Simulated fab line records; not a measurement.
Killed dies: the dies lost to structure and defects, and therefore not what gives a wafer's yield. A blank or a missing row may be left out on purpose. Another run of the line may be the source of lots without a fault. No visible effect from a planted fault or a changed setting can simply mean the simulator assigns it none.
The tool behind it: which one? / flow sky130 / 7 lots with 21 wafers sampled at 3 steps, on a route of 708 steps

WHAT THE GAUGES SHOWED, per wafer
SKY_LDD_LDN_TW_MEAS_13.
lot=L984; measured=day 23 17:19; on=film-metro-03; LDD_LDN_TW=1485 1477 1481
lot=L986; measured=day 25 06:40; on=film-metro-04; LDD_LDN_TW=1351 1350 1353 1351 1347 1349
lot=L988; measured=day 25 13:08; on=film-metro-03; LDD_LDN_TW=1369 1361 1364 1365 1368 1360
lot=L994; measured=day 27 10:10; on=film-metro-04; LDD_LDN_TW=1471 1463 1475
lot=L996; measured=day 28 04:05; on=film-metro-03; LDD_LDN_TW=1477 1475 1470
lot=L998; measured=day 28 19:13; on=film-metro-04; LDD_LDN_TW=1486 1478 1482
lot=L101; measured=day 29 15:25; on=film-metro-04; LDD_LDN_TW=1468 1470 1477

WHICH TOOL RAN EACH LOT (tool, then ch and the chambers of the sampled wafers, then the start)
lot=L984; SKY_LDD_N_STRIP_16=plasma-asher-01 ch 0,1, day 18 14:28; SKY_LDD_LDN_IMPLANT_09=implanter-03 ch 0, day 23 16:46
lot=L986; SKY_LDD_N_STRIP_16=plasma-asher-01 ch 0,1, day 20 04:19; SKY_LDD_LDN_IMPLANT_09=implanter-03, day 25 06:07
lot=L988; SKY_LDD_N_STRIP_16=plasma-asher-01 ch 0,1, day 20 10:58; SKY_LDD_LDN_IMPLANT_09=implanter-03, day 25 12:36
lot=L994; SKY_LDD_N_STRIP_16=plasma-asher-01 ch 0,1, day 22 12:06; SKY_LDD_LDN_IMPLANT_09=implanter-03 ch 0, day 27 09:37
lot=L996; SKY_LDD_N_STRIP_16=plasma-asher-01 ch 0,1, day 23 05:57; SKY_LDD_LDN_IMPLANT_09=implanter-02 ch 0, day 28 03:33
lot=L998; SKY_LDD_N_STRIP_16=plasma-asher-01 ch 0,1, day 23 22:09; SKY_LDD_LDN_IMPLANT_09=implanter-03 ch 0, day 28 18:40
lot=L101; SKY_LDD_N_STRIP_16=plasma-asher-02 ch 0,1, day 24 21:00; SKY_LDD_LDN_IMPLANT_09=implanter-02 ch 0, day 29 14:52
- SKY_LDD_N_STRIP_16: strips in O2/N2.
- SKY_LDD_LDN_IMPLANT_09

THE ANSWER, worked out from the rows above alone
Rule: the lots themselves supply what counts as usual. Put in order of their means at a reading, lots are off if they are a third of the lots or fewer, leave a main group of 4 or more, and stand apart from it by a gap of 3 or more times the standard deviation of the main group's means; of several such gaps the widest counts. If all means in a main group match to the digits the tables above print for the reading, that group is not used. A lot without any number at a reading at which 4 lots or more have one is off too. Any other lot the step has rows for is counted as sound.
Off: at SKY_LDD_LDN_TW_MEAS_13 (LDD_LDN_TW), L986, L988. The main group has a mean of 1476 with a standard deviation of 5.
A tool fits if, at a process step before that reading, it ran every lot that is off, and no sound lot after the first of them. The gauges at SKY_LDD_LDN_TW_MEAS_13 are tried like those tools. Not one of the candidates tried fits.

WHAT THE SIMULATOR HAD PUT IN
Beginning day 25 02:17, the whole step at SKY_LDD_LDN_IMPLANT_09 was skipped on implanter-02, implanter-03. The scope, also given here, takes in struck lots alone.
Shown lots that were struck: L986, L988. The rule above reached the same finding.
